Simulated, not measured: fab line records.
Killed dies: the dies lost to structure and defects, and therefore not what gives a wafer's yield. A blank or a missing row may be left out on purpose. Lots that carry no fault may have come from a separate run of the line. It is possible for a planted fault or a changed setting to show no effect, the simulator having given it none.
Which tool was responsible? + flow sky130 + 11 lots, 33 wafers sampled, at 3 steps of a route of 708

## WHAT THE GAUGES SHOWED, per wafer
SKY_POLY_GATE_THK_MEAS_21.
| lot  | measured     | on           | POLY_GATE_OXIDATION_THK (nm) |
|------|--------------|--------------|------------------------------|
| L733 | day 17 00:52 | filmMetro-01 | 3.96 3.98 4.08               |
| L738 | day 18 22:48 | filmMetro-01 | 3.95 3.95 3.94               |
| L740 | day 19 06:00 | filmMetro-03 | 4.02 4.03 3.94               |
| L743 | day 20 09:07 | filmMetro-01 | 3.98 3.99 4.00               |
| L745 | day 21 10:52 | filmMetro-01 | 3.99 3.95 3.91               |
| L746 | day 21 16:10 | filmMetro-02 | 3.94 3.83 3.95               |
| L747 | day 21 20:40 | filmMetro-01 | 4.81 4.85 4.78               |
| L748 | day 22 04:01 | filmMetro-01 | 4.84 4.81 4.78               |
| L749 | day 22 14:58 | filmMetro-01 | 3.98 4.06 4.04               |
| L750 | day 22 20:11 | filmMetro-01 | 4.74 4.67 4.71               |
| L755 | day 24 13:24 | filmMetro-02 | 3.90 3.80 3.83               |

## WHAT TOOL EACH LOT RAN ON (gives the tool, then ch and the chambers of the sampled wafers, and finally the start)
| lot  | SKY_SONOS_ONO_STRIP_17              | SKY_POLY_GATE_OXIDATION_20    |
|------|-------------------------------------|-------------------------------|
| L733 | plasmaAsher-03 ch 0,1, day 12 23:29 | furnace-02 ch 0, day 16 23:37 |
| L738 | plasmaAsher-03 ch 1, day 14 19:04   | furnace-02 ch 0, day 18 21:33 |
| L740 | plasmaAsher-03 ch 0,1, day 15 02:50 | furnace-02 ch 0, day 19 04:45 |
| L743 | plasmaAsher-03 ch 0,1, day 16 04:23 | furnace-02 ch 0, day 20 07:52 |
| L745 | plasmaAsher-03 ch 0,1, day 17 03:25 | furnace-01 ch 0, day 21 09:37 |
| L746 | plasmaAsher-02 ch 0,1, day 17 05:49 | furnace-02 ch 0, day 21 14:54 |
| L747 | plasmaAsher-04 ch 0,1, day 17 12:29 | furnace-02 ch 0, day 21 19:25 |
| L748 | plasmaAsher-02 ch 0,1, day 17 22:10 | furnace-02 ch 0, day 22 02:46 |
| L749 | plasmaAsher-04 ch 0, day 18 10:25   | furnace-01 ch 0, day 22 13:43 |
| L750 | plasmaAsher-04 ch 0, day 18 16:01   | furnace-02 ch 0, day 22 18:56 |
| L755 | plasmaAsher-04 ch 0,1, day 20 09:49 | furnace-01 ch 0, day 24 12:08 |
- SKY_SONOS_ONO_STRIP_17: strips in O2/N2.
- SKY_POLY_GATE_OXIDATION_20: stabilise 600 s, purge 300 s, target thk 4 nm.

## THE ANSWER, worked out from the rows above alone
Rule: the lots themselves supply what counts as usual. The widest of any qualifying gaps counts: lots, ordered by their means at a reading, are off when they make up no more than a third of the lots, leave a main group of 4 or more, and stand apart from it by 3 or more times the standard deviation of that group's means. If all means in a main group match to the digits the tables above print for the reading, that group is not used. Also off: a lot with no number at a reading for which 4 or more lots have one. Where the step has rows for the other lots, those lots are counted as sound.
Off: L747, L748, L750, at SKY_POLY_GATE_THK_MEAS_21 (POLY_GATE_OXIDATION_THK). For the main group the mean is 3.96 nm and the standard deviation 0.057.
A tool fits if, at a process step before that reading, it ran every lot that is off, and no sound lot after the first of them. Gauges at SKY_POLY_GATE_THK_MEAS_21: tried the same way as those tools. One fits: furnace-02 at SKY_POLY_GATE_OXIDATION_20. Its last sound lot is L746 (day 21 14:54), its first lot that is off L747 (day 21 19:25): a fault that began between those two fits.

## WHAT THE SIMULATOR PUT IN
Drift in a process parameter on furnace-02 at SKY_POLY_GATE_OXIDATION_20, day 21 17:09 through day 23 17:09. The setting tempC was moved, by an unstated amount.
Struck lots among those shown: L747, L748, L750. The rule given above showed the same thing.
